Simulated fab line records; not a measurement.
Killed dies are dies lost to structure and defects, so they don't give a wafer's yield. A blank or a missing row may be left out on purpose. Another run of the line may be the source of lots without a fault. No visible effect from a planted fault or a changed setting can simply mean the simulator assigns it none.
2 desks, one fault | flow sfq line | only its own numbers are on each desk; what lay behind them is given at the end

== METROLOGY DESK ==
What the gauges read for every lot (on any tool): the sampled wafers with a number, averaged. A lot is out of limits, marked OUT, if its mean lies more than 4 standard deviations from the usual mean; the brackets give that distance.
Columns: A = I5_OVL at SFQ_I5_OVL_MEAS_936, usual 1 nm; B = C5_OVL at SFQ_C5_OVL_MEAS_937, usual 0 nm
lot  | first seen here | A  | B
L149 | day 66 05:31    | 7  | -0
L159 | day 72 00:11    | 2  | 4
L160 | day 72 02:34    | 7  | -1
L163 | day 72 15:47    | 7  | 7
L164 | day 74 00:40    | 5  | 1
L167 | day 76 10:16    | -0 | -6
This desk's verdict: no lot among the 6 shows anything out of limits.

== AT THE TOOL OWNER'S DESK: litho track-04 ==
The tool's own readings at SFQ_TRILAYER_C5_LITHO_PEB_154 (peb time 60 s): means of the sampled wafers that have a number, for each lot that ran on this tool. A lot is out of limits, marked OUT, if its mean lies more than 4 standard deviations from the usual mean; the brackets give that distance.
Columns: A = chill plate temp C at SFQ_TRILAYER_C5_LITHO_PEB_154, usual 23.01 C; B = exhaust pa at SFQ_TRILAYER_C5_LITHO_PEB_154, usual 45.0 Pa
lot  | first seen here | A     | B
L159 | day 72 03:59    | 23.01 | 44.2
L160 | day 72 05:31    | 23.10 | 45.4
L167 | day 80 18:46    | 22.92 | 45.5
This desk's verdict: no lot among the 3 shows anything out of limits.

== TAKEN TOGETHER ==
The metrology desk saw nothing out of limits.
The desk of the tool owner found nothing out of limits.

== WHAT WAS PUT IN BY THE SIMULATOR ==
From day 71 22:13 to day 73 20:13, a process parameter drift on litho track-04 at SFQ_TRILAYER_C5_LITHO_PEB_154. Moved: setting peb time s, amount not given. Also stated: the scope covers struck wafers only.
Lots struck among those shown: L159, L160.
